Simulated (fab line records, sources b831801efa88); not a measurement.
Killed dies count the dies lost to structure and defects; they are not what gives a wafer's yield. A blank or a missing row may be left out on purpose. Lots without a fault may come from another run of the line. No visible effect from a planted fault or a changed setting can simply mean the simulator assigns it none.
The tool behind it: which one?	flow sky130	14 lots with 42 wafers sampled at 2 steps, on a route of 708 steps

== WHAT EACH GAUGE READ, for each wafer ==
SKY_VIA3_THK_MEAS_01.
lot	measured	on	VIA3_HDPCVD_THK (nm)
L534	day 38 15:16	film-metro-03	1668 1649 1641
L535	day 39 00:14	film-metro-04	1651 1632 1610
L536	day 39 09:20	film-metro-02	1621 1663 1648
L538	day 40 05:44	film-metro-03	1599 1623 1638
L540	day 40 14:25	film-metro-04	1632 1593 1629
L539	day 40 15:34	film-metro-03	1630 779 1656 1630 778 1655
L541	day 40 22:38	film-metro-02	793 1657 1662 793 1657 1663
L550	day 43 19:13	film-metro-03	1662 1619 1657
L552	day 44 04:40	film-metro-03	1594 1611 1612
L553	day 44 14:26	film-metro-03	1613 1618 1606
L554	day 44 15:13	film-metro-03	1634 1617 1643
L555	day 44 22:15	film-metro-03	1602 1605 1619
L556	day 45 01:03	film-metro-03	1631 1657 1615
L557	day 45 05:52	film-metro-02	1633 1651 1621

== WHICH TOOL RAN EACH LOT (tool, then ch and the chambers of the sampled wafers, then the start) ==
lot	SKY_VIA3_HDPCVD_00
L534	hdpcvd-01 ch 0,1, day 38 15:05
L535	hdpcvd-02 ch 0,1,2, day 39 00:04
L536	hdpcvd-01 ch 0,2, day 39 09:09
L538	hdpcvd-02 ch 0,1,2, day 40 05:34
L540	hdpcvd-02 ch 0,1,2, day 40 14:19
L539	hdpcvd-01 ch 0,1,2, day 40 15:23
L541	hdpcvd-01 ch 0,1,2, day 40 22:28
L550	hdpcvd-02 ch 0,2, day 43 19:02
L552	hdpcvd-01 ch 0,1, day 44 04:29
L553	hdpcvd-01 ch 0,2, day 44 14:16
L554	hdpcvd-01 ch 0,1,2, day 44 15:03
L555	hdpcvd-01 ch 0,2, day 44 22:05
L556	hdpcvd-01 ch 0,1,2, day 45 00:56
L557	hdpcvd-02 ch 0,1,2, day 45 05:45
- SKY_VIA3_HDPCVD_00: deposits SiO2, target thk 1635 nm, time 272.5 s.

== AS READ BY THE TOOLS THEMSELVES (means over the sampled wafers that have a number; for cases with no such wafer, the mark the record gives instead) ==
The record holds no such reading with a usual standard deviation.

== THE ANSWER, worked out from the rows above alone ==
Rule: the usual values come from the lots themselves. Put in order of their means at a reading, lots are off if they are a third of the lots or fewer, leave a main group of 4 or more, and stand apart from it by a gap of 3 or more times the standard deviation of the main group's means; of several such gaps the widest counts. A main group whose means are all the same, to the digits that the tables above print for the reading, isn't used. A lot without any number at a reading at which 4 lots or more have one is off too. Where the step has rows for the other lots, those lots are counted as sound. First the gauges in route order, then the tools' own readings, where a lot's mean is used as printed above. At the first step where some lot is off, the reading lying furthest off is the one used; lots without a number count as furthest.
Off: at SKY_VIA3_THK_MEAS_01 (VIA3_HDPCVD_THK), L539, L541. For the main group the mean is 1628 nm and the standard deviation 15.
A tool fits if, at a process step before that reading, it ran every lot that is off, and no sound lot after the first of them. Gauges at SKY_VIA3_THK_MEAS_01: tried the same way as those tools. Not one of the candidates tried fits.

== WHAT WAS PUT IN BY THE SIMULATOR ==
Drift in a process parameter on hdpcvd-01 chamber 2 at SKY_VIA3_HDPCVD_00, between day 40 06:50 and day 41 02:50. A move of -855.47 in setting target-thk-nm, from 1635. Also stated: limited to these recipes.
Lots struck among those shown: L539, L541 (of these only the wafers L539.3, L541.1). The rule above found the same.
